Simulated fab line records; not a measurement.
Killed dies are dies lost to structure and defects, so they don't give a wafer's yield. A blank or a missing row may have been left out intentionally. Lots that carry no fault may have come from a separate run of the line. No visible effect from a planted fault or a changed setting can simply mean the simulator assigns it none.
fab line records || flow gf180mcu
[record] {"lots": 7, "wafers": 21, "lastDay": 34}
route steps=602 shown STI@1
lots that met no fault: taken from a fault-free run of the same line
startH: hours from the record's first day to the start of the lot's first wafer shown || waitH: hours since the lot's step before || " as in the row above || L1.1+2: several wafers, shown together as one row || - no value, or no start given || * or withheld: withheld || < > ~ a bound
route shown NAME@n: names a module that has steps shown in the file, with the first one's number in the route || usual: mean and standard deviation over wafers with no fault || same: alike in all rows || chamber/n: place in a boat || sites: each site's reading || _std_site: how widely they spread, as a standard deviation || _edge_site: the outer-site mean with the inner-site mean subtracted || radiusMm: how far each site lies from the wafer's centre || mask NAME#n: copy n || behind: the tool/chamber that last shaped the wafer || hold: why the lot was held/for how many hours/how that ended || device: which transistor (n, p or np) failed to switch || end of line: the same wafers' tests at the end of the route || a step given without rows: its recipe and nothing more || killed: dies that structure and defects cost at the first sort, which is not the same as the wafer's yield || map: dies across one wafer; x = killed, . = not, _ = none there
set.NAME: the setting as run; set.NAME@STEP: as run at that earlier step || model.NAME: the simulator's own value behind a step, which no gauge read
a table for each step, a row for each wafer; lots at some steps of the route
services: when a tool's chamber went out of use (startH, in hours from the record's first day, below 0 if earlier), for how many hours, and the reason
[[steps]]
[step GF_STI_BOW_MEAS_00]
[recipe] {"mode": "bow"}
[usual] {"INCOMING_BOW": "0/6.2"}
{"lot.wafer": "L490.2", "tool": "filmMetro-01", "chamber": "-", "startH": 20.02, "waitH": "-", "INCOMING_BOW[um]": -9}
{"lot.wafer": "L490.5", "tool": "filmMetro-01", "chamber": "-", "startH": 20.02, "waitH": "-", "INCOMING_BOW[um]": 1}
{"lot.wafer": "L490.6", "tool": "filmMetro-01", "chamber": "-", "startH": 20.02, "waitH": "-", "INCOMING_BOW[um]": 3}
{"lot.wafer": "L498.1", "tool": "filmMetro-04", "chamber": "-", "startH": 60.00, "waitH": "-", "INCOMING_BOW[um]": 6}
{"lot.wafer": "L498.2", "tool": "filmMetro-04", "chamber": "-", "startH": 60.00, "waitH": "-", "INCOMING_BOW[um]": 1}
{"lot.wafer": "L498.3", "tool": "filmMetro-04", "chamber": "-", "startH": 60.00, "waitH": "-", "INCOMING_BOW[um]": 8}
{"lot.wafer": "L503.2", "tool": "filmMetro-01", "chamber": "-", "startH": 85.02, "waitH": "-", "INCOMING_BOW[um]": 1}
{"lot.wafer": "L503.3", "tool": "filmMetro-01", "chamber": "-", "startH": 85.02, "waitH": "-", "INCOMING_BOW[um]": -4}
{"lot.wafer": "L503.6", "tool": "filmMetro-01", "chamber": "-", "startH": 85.02, "waitH": "-", "INCOMING_BOW[um]": 3}
{"lot.wafer": "L504.1", "tool": "filmMetro-04", "chamber": "-", "startH": 90.00, "waitH": "-", "INCOMING_BOW[um]": -11}
{"lot.wafer": "L504.3", "tool": "filmMetro-04", "chamber": "-", "startH": 90.00, "waitH": "-", "INCOMING_BOW[um]": 3}
{"lot.wafer": "L504.4", "tool": "filmMetro-04", "chamber": "-", "startH": 90.00, "waitH": "-", "INCOMING_BOW[um]": 10}
{"lot.wafer": "L505.2", "tool": "filmMetro-02", "chamber": "-", "startH": 95.02, "waitH": "-", "INCOMING_BOW[um]": 9}
{"lot.wafer": "L505.3", "tool": "filmMetro-02", "chamber": "-", "startH": 95.02, "waitH": "-", "INCOMING_BOW[um]": -8}
{"lot.wafer": "L505.5", "tool": "filmMetro-02", "chamber": "-", "startH": 95.02, "waitH": "-", "INCOMING_BOW[um]": -3}
{"lot.wafer": "L509.2", "tool": "filmMetro-01", "chamber": "-", "startH": 115.02, "waitH": "-", "INCOMING_BOW[um]": 7}
{"lot.wafer": "L509.4", "tool": "filmMetro-01", "chamber": "-", "startH": 115.02, "waitH": "-", "INCOMING_BOW[um]": -1}
{"lot.wafer": "L509.5", "tool": "filmMetro-01", "chamber": "-", "startH": 115.02, "waitH": "-", "INCOMING_BOW[um]": 4}
{"lot.wafer": "L510.2", "tool": "filmMetro-04", "chamber": "-", "startH": 120.07, "waitH": "-", "INCOMING_BOW[um]": 9}
{"lot.wafer": "L510.3", "tool": "filmMetro-04", "chamber": "-", "startH": 120.07, "waitH": "-", "INCOMING_BOW[um]": -3}
{"lot.wafer": "L510.4", "tool": "filmMetro-04", "chamber": "-", "startH": 120.07, "waitH": "-", "INCOMING_BOW[um]": -3}
[step GF_STI_OXIDATION_01]
[recipe] {"tempC": 900, "ambient": "O2", "stabiliseS": 600, "purgeS": 300, "targetThkA": 100, "oxTimeS": 1418}
[step GF_STI_THK_MEAS_02]
[recipe] {"reads": "SiO2_of_STI_OXIDATION_01"}
[usual] {"STI_OXIDATION_THK": "10.07/0.16"}
{"lot.wafer": "L490.2", "tool": "filmMetro-04", "chamber": "-", "startH": 21.52, "waitH": 0.0, "STI_OXIDATION_THK[nm]": 10.03}
{"lot.wafer": "L490.5", "tool": "filmMetro-04", "chamber": "-", "startH": 21.52, "waitH": 0.0, "STI_OXIDATION_THK[nm]": 9.97}
{"lot.wafer": "L490.6", "tool": "filmMetro-04", "chamber": "-", "startH": 21.52, "waitH": 0.0, "STI_OXIDATION_THK[nm]": 10.12}
{"lot.wafer": "L498.1", "tool": "filmMetro-04", "chamber": "-", "startH": 62.47, "waitH": 0.0, "STI_OXIDATION_THK[nm]": 10.00}
{"lot.wafer": "L498.2", "tool": "filmMetro-04", "chamber": "-", "startH": 62.47, "waitH": 0.0, "STI_OXIDATION_THK[nm]": 10.19}
{"lot.wafer": "L498.3", "tool": "filmMetro-04", "chamber": "-", "startH": 62.47, "waitH": 0.0, "STI_OXIDATION_THK[nm]": 10.09}
{"lot.wafer": "L503.2", "tool": "filmMetro-01", "chamber": "-", "startH": 86.52, "waitH": 0.0, "STI_OXIDATION_THK[nm]": 9.97}
{"lot.wafer": "L503.3", "tool": "filmMetro-01", "chamber": "-", "startH": 86.52, "waitH": 0.0, "STI_OXIDATION_THK[nm]": 10.00}
{"lot.wafer": "L503.6", "tool": "filmMetro-01", "chamber": "-", "startH": 86.52, "waitH": 0.0, "STI_OXIDATION_THK[nm]": 9.85}
{"lot.wafer": "L504.1", "tool": "filmMetro-01", "chamber": "-", "startH": 91.51, "waitH": 0.0, "STI_OXIDATION_THK[nm]": 9.84}
{"lot.wafer": "L504.3", "tool": "filmMetro-01", "chamber": "-", "startH": 91.51, "waitH": 0.0, "STI_OXIDATION_THK[nm]": 10.04}
{"lot.wafer": "L504.4", "tool": "filmMetro-01", "chamber": "-", "startH": 91.51, "waitH": 0.0, "STI_OXIDATION_THK[nm]": 9.98}
{"lot.wafer": "L505.2", "tool": "filmMetro-04", "chamber": "-", "startH": 96.66, "waitH": 0.0, "STI_OXIDATION_THK[nm]": 9.92}
{"lot.wafer": "L505.3", "tool": "filmMetro-04", "chamber": "-", "startH": 96.66, "waitH": 0.0, "STI_OXIDATION_THK[nm]": 9.84}
{"lot.wafer": "L505.5", "tool": "filmMetro-04", "chamber": "-", "startH": 96.66, "waitH": 0.0, "STI_OXIDATION_THK[nm]": 9.76}
{"lot.wafer": "L509.2", "tool": "filmMetro-04", "chamber": "-", "startH": 116.95, "waitH": 0.0, "STI_OXIDATION_THK[nm]": 10.04}
{"lot.wafer": "L509.4", "tool": "filmMetro-04", "chamber": "-", "startH": 116.95, "waitH": 0.0, "STI_OXIDATION_THK[nm]": 10.00}
{"lot.wafer": "L509.5", "tool": "filmMetro-04", "chamber": "-", "startH": 116.95, "waitH": 0.0, "STI_OXIDATION_THK[nm]": 9.95}
{"lot.wafer": "L510.2", "tool": "filmMetro-04", "chamber": "-", "startH": 121.58, "waitH": 0.0, "STI_OXIDATION_THK[nm]": 10.15}
{"lot.wafer": "L510.3", "tool": "filmMetro-04", "chamber": "-", "startH": 121.58, "waitH": 0.0, "STI_OXIDATION_THK[nm]": 10.17}
{"lot.wafer": "L510.4", "tool": "filmMetro-04", "chamber": "-", "startH": 121.58, "waitH": 0.0, "STI_OXIDATION_THK[nm]": 10.24}
[step GF_STI_CVD_03]
[recipe] {"material": "Si3N4", "precursor": "DCS/NH3", "targetThkNm": 207.16, "tempC": 770, "timeS": 3551, "pressureMtorr": 250}
[step GF_STI_THK_MEAS_04]
[recipe] {"reads": "Si3N4_of_STI_CVD_03"}
[usual] {"STI_CVD_03_THK": "206.0/1.4"}
{"lot.wafer": "L490.2", "tool": "filmMetro-04", "chamber": "-", "startH": 23.57, "waitH": 0.0, "STI_CVD_03_THK[nm]": 203.5}
{"lot.wafer": "L490.5", "tool": "filmMetro-04", "chamber": "-", "startH": 23.57, "waitH": 0.0, "STI_CVD_03_THK[nm]": 203.7}
{"lot.wafer": "L490.6", "tool": "filmMetro-04", "chamber": "-", "startH": 23.57, "waitH": 0.0, "STI_CVD_03_THK[nm]": 204.0}
{"lot.wafer": "L498.1", "tool": "filmMetro-01", "chamber": "-", "startH": 64.52, "waitH": 0.0, "STI_CVD_03_THK[nm]": 207.4}
{"lot.wafer": "L498.2", "tool": "filmMetro-01", "chamber": "-", "startH": 64.52, "waitH": 0.0, "STI_CVD_03_THK[nm]": 205.9}
{"lot.wafer": "L498.3", "tool": "filmMetro-01", "chamber": "-", "startH": 64.52, "waitH": 0.0, "STI_CVD_03_THK[nm]": 205.7}
{"lot.wafer": "L503.2", "tool": "filmMetro-01", "chamber": "-", "startH": 89.52, "waitH": 0.0, "STI_CVD_03_THK[nm]": 207.5}
{"lot.wafer": "L503.3", "tool": "filmMetro-01", "chamber": "-", "startH": 89.52, "waitH": 0.0, "STI_CVD_03_THK[nm]": 206.9}
{"lot.wafer": "L503.6", "tool": "filmMetro-01", "chamber": "-", "startH": 89.52, "waitH": 0.0, "STI_CVD_03_THK[nm]": 206.4}
{"lot.wafer": "L504.1", "tool": "filmMetro-01", "chamber": "-", "startH": 93.56, "waitH": 0.0, "STI_CVD_03_THK[nm]": 206.2}
{"lot.wafer": "L504.3", "tool": "filmMetro-01", "chamber": "-", "startH": 93.56, "waitH": 0.0, "STI_CVD_03_THK[nm]": 205.6}
{"lot.wafer": "L504.4", "tool": "filmMetro-01", "chamber": "-", "startH": 93.56, "waitH": 0.0, "STI_CVD_03_THK[nm]": 205.6}
{"lot.wafer": "L505.2", "tool": "filmMetro-02", "chamber": "-", "startH": 98.71, "waitH": 0.0, "STI_CVD_03_THK[nm]": 206.2}
{"lot.wafer": "L505.3", "tool": "filmMetro-02", "chamber": "-", "startH": 98.71, "waitH": 0.0, "STI_CVD_03_THK[nm]": 204.9}
{"lot.wafer": "L505.5", "tool": "filmMetro-02", "chamber": "-", "startH": 98.71, "waitH": 0.0, "STI_CVD_03_THK[nm]": 205.2}
{"lot.wafer": "L509.2", "tool": "filmMetro-04", "chamber": "-", "startH": 120.00, "waitH": 0.0, "STI_CVD_03_THK[nm]": 204.3}
{"lot.wafer": "L509.4", "tool": "filmMetro-04", "chamber": "-", "startH": 120.00, "waitH": 0.0, "STI_CVD_03_THK[nm]": 206.5}
{"lot.wafer": "L509.5", "tool": "filmMetro-04", "chamber": "-", "startH": 120.00, "waitH": 0.0, "STI_CVD_03_THK[nm]": 204.4}
{"lot.wafer": "L510.2", "tool": "filmMetro-02", "chamber": "-", "startH": 123.62, "waitH": 0.0, "STI_CVD_03_THK[nm]": 206.9}
{"lot.wafer": "L510.3", "tool": "filmMetro-02", "chamber": "-", "startH": 123.62, "waitH": 0.0, "STI_CVD_03_THK[nm]": 208.0}
{"lot.wafer": "L510.4", "tool": "filmMetro-02", "chamber": "-", "startH": 123.62, "waitH": 0.0, "STI_CVD_03_THK[nm]": 205.7}
[step GF_STI_DEHYDRATE_05]
[recipe] {"tempC": 200, "timeS": 60}
[step GF_STI_HMDS_06]
[recipe] {"primeTimeS": 60, "primeTempC": 120}
[step GF_STI_COAT_07]
[recipe] {"resist": "KrF", "spinRpm": "withheld", "resistThkNm": 700}
[step GF_STI_SOFTBAKE_08]
[recipe] {"tempC": 130, "timeS": 60, "resist": "KrF"}
[step GF_STI_EXPOSE_09]
[recipe] {"maskId": "COMP", "targetCdNm": 220, "na": 0.68, "sourceShape": "conventional", "sigmaOuter": 0.6, "doseMj": 27.62}
[step GF_STI_PEB_10]
[recipe] {"pebTempC": 135, "pebTimeS": 90, "resist": "KrF"}
[usual] {"chillPlateTempC": "22.99/0.1", "exhaustPa": "45.2/0.74"}
{"lot.wafer": "L490.2", "tool": "lithoTrack-03", "chamber": 0, "startH": 35.49, "waitH": "-", "chillPlateTempC": 22.99, "exhaustPa": 45.0}
{"lot.wafer": "L490.5", "tool": "lithoTrack-03", "chamber": 0, "startH": 35.49, "waitH": "-", "chillPlateTempC": 23.01, "exhaustPa": 45.0}
{"lot.wafer": "L490.6", "tool": "lithoTrack-03", "chamber": 0, "startH": 35.49, "waitH": "-", "chillPlateTempC": 23.19, "exhaustPa": 45.7}
{"lot.wafer": "L498.1", "tool": "lithoTrack-04", "chamber": 0, "startH": 77.12, "waitH": "-", "chillPlateTempC": 22.99, "exhaustPa": 45.4}
{"lot.wafer": "L498.2", "tool": "lithoTrack-04", "chamber": 0, "startH": 77.12, "waitH": "-", "chillPlateTempC": 22.86, "exhaustPa": 44.5}
{"lot.wafer": "L498.3", "tool": "lithoTrack-04", "chamber": 0, "startH": 77.12, "waitH": "-", "chillPlateTempC": 22.71, "exhaustPa": 46.3}
{"lot.wafer": "L503.2", "tool": "lithoTrack-02", "chamber": "-", "startH": 102.87, "waitH": "-", "chillPlateTempC": "-", "exhaustPa": "-"}
{"lot.wafer": "L503.3", "tool": "lithoTrack-02", "chamber": "-", "startH": 102.87, "waitH": "-", "chillPlateTempC": "-", "exhaustPa": "-"}
{"lot.wafer": "L503.6", "tool": "lithoTrack-02", "chamber": "-", "startH": 102.87, "waitH": "-", "chillPlateTempC": "-", "exhaustPa": "-"}
{"lot.wafer": "L504.1", "tool": "lithoTrack-04", "chamber": "-", "startH": 107.31, "waitH": "-", "chillPlateTempC": "-", "exhaustPa": "-"}
{"lot.wafer": "L504.3", "tool": "lithoTrack-04", "chamber": "-", "startH": 107.31, "waitH": "-", "chillPlateTempC": "-", "exhaustPa": "-"}
{"lot.wafer": "L504.4", "tool": "lithoTrack-04", "chamber": "-", "startH": 107.31, "waitH": "-", "chillPlateTempC": "-", "exhaustPa": "-"}
{"lot.wafer": "L505.2", "tool": "lithoTrack-03", "chamber": "-", "startH": 112.44, "waitH": "-", "chillPlateTempC": "-", "exhaustPa": "-"}
{"lot.wafer": "L505.3", "tool": "lithoTrack-03", "chamber": "-", "startH": 112.44, "waitH": "-", "chillPlateTempC": "-", "exhaustPa": "-"}
{"lot.wafer": "L505.5", "tool": "lithoTrack-03", "chamber": "-", "startH": 112.44, "waitH": "-", "chillPlateTempC": "-", "exhaustPa": "-"}
{"lot.wafer": "L509.2", "tool": "lithoTrack-02", "chamber": 0, "startH": 133.82, "waitH": "-", "chillPlateTempC": 23.01, "exhaustPa": 45.7}
{"lot.wafer": "L509.4", "tool": "lithoTrack-02", "chamber": 0, "startH": 133.82, "waitH": "-", "chillPlateTempC": 23.09, "exhaustPa": 46.8}
{"lot.wafer": "L509.5", "tool": "lithoTrack-02", "chamber": 0, "startH": 133.82, "waitH": "-", "chillPlateTempC": 22.85, "exhaustPa": 45.4}
{"lot.wafer": "L510.2", "tool": "lithoTrack-03", "chamber": 0, "startH": 138.54, "waitH": "-", "chillPlateTempC": 23.12, "exhaustPa": 44.1}
{"lot.wafer": "L510.3", "tool": "lithoTrack-03", "chamber": 0, "startH": 138.54, "waitH": "-", "chillPlateTempC": 23.08, "exhaustPa": 43.7}
{"lot.wafer": "L510.4", "tool": "lithoTrack-03", "chamber": 0, "startH": 138.54, "waitH": "-", "chillPlateTempC": 23.11, "exhaustPa": 46.1}
[step GF_STI_DEVELOP_11]
[recipe] {"developTimeS": 60, "devTempC": 21}
[[services]]
{"tool": "lithoTrack-02", "chamber": "-", "startH": 127.30, "hours": "-", "kind": "consumableReplace:filter"}
[[key]]
[firstSign] {"step": "GF_STI_PEB_10", "reading": "toolRecord", "direction": "missing"}
effect none on later readings
metAt GF_STI_PEB_10
struckWafers L503.2,L503.3,L503.6,L504.1,L504.3,L504.4,L505.2,L505.3,L505.5
laterRowsLeftOut L503.2,L503.3,L503.6,L504.1,L504.3,L504.4,L505.2,L505.3,L505.5
sortLeftOut L503.2,L503.3,L503.6,L504.1,L504.3,L504.4,L505.2,L505.3,L505.5
testerLeftOut L503,L504,L505
onsetBetween 77.12 102.87
[fault] {"kind": "skippedStepWhole", "tool": "lithoTrack-02,lithoTrack-03,lithoTrack-04", "chamber": "-", "onsetH": 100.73, "steps": "GF_STI_PEB_10", "scope": "struckLotsOnly"}
// testerLeftOut: of these lots the tester's yield and bins aren't shown, on N5 and GAA mostly nor the transistor test; their killed dies are dies lost to structure and defects alone, not to doping, threshold or leakage, so they don't give the yield
// sortLeftOut: the simulated sort isn't trusted on such a fault, so these wafers' sort isn't shown, and their yield isn't known
// laterRowsLeftOut: the simulator's readings of these wafers behind a module that went badly wrong aren't trusted and aren't shown, but for the sort
